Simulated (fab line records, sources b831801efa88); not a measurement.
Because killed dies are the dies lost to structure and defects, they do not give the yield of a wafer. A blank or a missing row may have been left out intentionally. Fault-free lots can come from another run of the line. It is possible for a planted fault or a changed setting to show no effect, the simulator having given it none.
Matching of chambers || flow sky130 || SKY_CAP2M_CVD_00 on pecvd-02: 3 sister chambers
The step deposits SiO2, target thk 15.5 nm. 3 wafers are shown with their chamber, then 8 later ones without.

EACH WAFER AND ITS CHAMBER
{"wafer": "L449.2", "chamber": 2, "heater_power_w (W)": 806}
{"wafer": "L449.6", "chamber": 1, "heater_power_w (W)": 433}
{"wafer": "L448.1", "chamber": 0, "heater_power_w (W)": 978}

WAFERS WITHOUT THEIR CHAMBER
{"wafer": "L448.3", "heater_power_w (W)": 734}
{"wafer": "L448.4", "heater_power_w (W)": 931}
{"wafer": "L452.2", "heater_power_w (W)": 946}
{"wafer": "L452.3", "heater_power_w (W)": 512}
{"wafer": "L452.5", "heater_power_w (W)": 787}
{"wafer": "L454.2", "heater_power_w (W)": 503}
{"wafer": "L454.5", "heater_power_w (W)": 1010}
{"wafer": "L454.6", "heater_power_w (W)": 512}

CHAMBER TAKEN BY EACH
{"wafer": "L448.3", "from the rows above": 2, "in truth": 2}
{"wafer": "L448.4", "from the rows above": "can't be placed: 0 or 2", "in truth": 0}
{"wafer": "L452.2", "from the rows above": "can't be placed: 0 or 2", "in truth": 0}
{"wafer": "L452.3", "from the rows above": 1, "in truth": 1}
{"wafer": "L452.5", "from the rows above": 2, "in truth": 2}
{"wafer": "L454.2", "from the rows above": 1, "in truth": 1}
{"wafer": "L454.5", "from the rows above": 0, "in truth": 0}
{"wafer": "L454.6", "from the rows above": 1, "in truth": 1}
Correct placement for 6 of the 8. These rows do not allow placing 2 (true chamber among the candidates in 2). 0 placed wrongly.
How it was worked out, from the rows above alone: a wafer's distance from a chamber is the root of the sum, over the readings, of the square of ((its reading less the chamber's mean) divided by the reading's scatter). If the next closest chamber is less than 2 further off than the closest, the wafer can't be placed; otherwise it belongs to the closest. Each chamber's mean is taken over the wafers shown for it. The scatter (one wafer shown for each chamber): square how far every hidden wafer sits from the nearest shown wafer, average those squares and take the square root.
